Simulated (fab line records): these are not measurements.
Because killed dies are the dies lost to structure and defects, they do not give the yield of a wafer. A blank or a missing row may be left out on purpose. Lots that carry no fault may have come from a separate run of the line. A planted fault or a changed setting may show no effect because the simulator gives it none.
Struck lot and sound lot, side by side ; flow sky130 ; 22 steps out of a route of 708
Sound: the wafers L365.1, L365.3, L365.4. Wafers L374.4, L374.5, L374.6 were the ones struck. Last of all comes the cause.
Each step with rows lists, per side, the tool, then ch with its chambers, then its first start. Under that, the readings that differ: sound wafers ; struck wafers ; difference of the means ; sigmas: that difference in standard deviations of wafers without a fault.
alike: same words and numbers on both sides, and readings whose means sit less than 2 such deviations apart. not compared: any withheld reading, any reading some wafer has no value for, any bound like >300 that may hide the same value, and any number with overlapping values for which the record gives no deviation.
The two part at a step that has a row with sigmas, a row that says differs or no value, or rows on one side only. Numbers that have no deviation but don't overlap get no sigmas and don't part them. Lack of a reading on every wafer of one side parts them only where that side has two or more wafers.

first, 1 step without rows for these wafers: SKY_POLY_GATE_OXIDATION_20 (stabilise 600 s, purge 300 s, target thk 4 nm).
SKY_POLY_GATE_THK_MEAS_21:
  sound on filmMetro-02 at day 16 19:24; struck on filmMetro-03 at day 19 18:58
  alike: POLY_GATE_OXIDATION_THK
SKY_POLY_GATE_CD_MEAS_22:
  sound on cdSem-01 at day 16 19:28; struck on cdSem-02 at day 19 19:04
  alike: cdNm
then, 7 steps without rows for these wafers: SKY_LDD_N_DEHYDRATE_00 (time 60 s); SKY_LDD_N_HMDS_01 (prime time 60 s); SKY_LDD_N_COAT_02 (resist thk 300 nm); SKY_LDD_N_SOFTBAKE_03 (time 60 s); SKY_LDD_N_EXPOSE_04 (exposes mask NTM, target cd 840 nm); SKY_LDD_N_PEB_05; SKY_LDD_N_DEVELOP_06 (develop time 60 s).
SKY_LDD_N_OVL_MEAS_07:
  sound on overlay-01 at day 18 01:04; struck on overlay-01 at day 21 01:56
  alike: LDD_N_OVL
then, 1 step without rows for these wafers: SKY_LDD_N_IMPLANT_08.
SKY_LDD_N_IMPLANT_09:
  sound on implanter-03 ch 0, day 18 01:15; struck on implanter-03 ch 0, day 21 02:10
reading;sound;struck;difference;sigmas
doseIonsCm2;7.511e+13 7.502e+13 7.508e+13;9.36e+13 9.38e+13 9.361e+13;+1.86e+13;+99 or more
faradayCurrentUA;425 416 429;536 544 538;+116;+13
then, 6 steps without rows for these wafers: SKY_LDD_N_IMPLANT_10; SKY_LDD_N_IMPLANT_11; SKY_LDD_N_IMPLANT_12; SKY_LDD_N_IMPLANT_13; SKY_LDD_N_IMPLANT_14; SKY_LDD_N_IMPLANT_15.
SKY_LDD_N_STRIP_16: strips in O2/N2.
  sound on plasmaAsher-03 ch 0,1, day 18 02:18; struck on plasmaAsher-04 ch 0,1, day 21 03:11
reading;sound;struck;difference;sigmas
stripTimeToEndpointS (s);4.299 4.304 4.289;4.370 4.371 4.392;+0.080;+5
  alike: chamberPressureMTorr, drypumpMotorCurrentA, oesProductAu
  not compared: rfHoursCounterH
SKY_LDD_N_TW_MEAS_17:
  sound on filmMetro-01 at day 18 02:24; struck on filmMetro-04 at day 21 03:16
reading;sound;struck;difference;sigmas
LDD_N_TW;2553 2570 2566;2611 2627 2633;+61;+4
-- here the record skips 26 days between the struck wafers' starts before and after, leaving off in module LDD_N and picking up in module PAD_OPEN (first step shown: number 708 of the route) --
SKY_PAD_OPEN_PROBE_99:
  sound on prober-02 at day 45 14:23; struck on prober-01 at day 47 14:54
reading;sound;struck;difference;sigmas
killedDies;101 111 88;79 93 68;-20;-2
killedOpen;65 68 55;50 46 38;-18;-2
model.etest.tipN.rsOhmSq;442.3 437.1 438.4;430 430.1 432.6;-8;
  alike: killed_at_M0_to_M3, killed_at_M4_up, killedAtContacts, killedAtFrontEnd, killedAtOther, killedShort

== WHERE THEY PART ==
Earliest at SKY_LDD_N_IMPLANT_09; latest, in this record, at SKY_PAD_OPEN_PROBE_99.

WHY: what the simulator had put in
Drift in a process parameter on implanter-03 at SKY_LDD_N_IMPLANT_09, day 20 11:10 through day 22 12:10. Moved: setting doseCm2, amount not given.
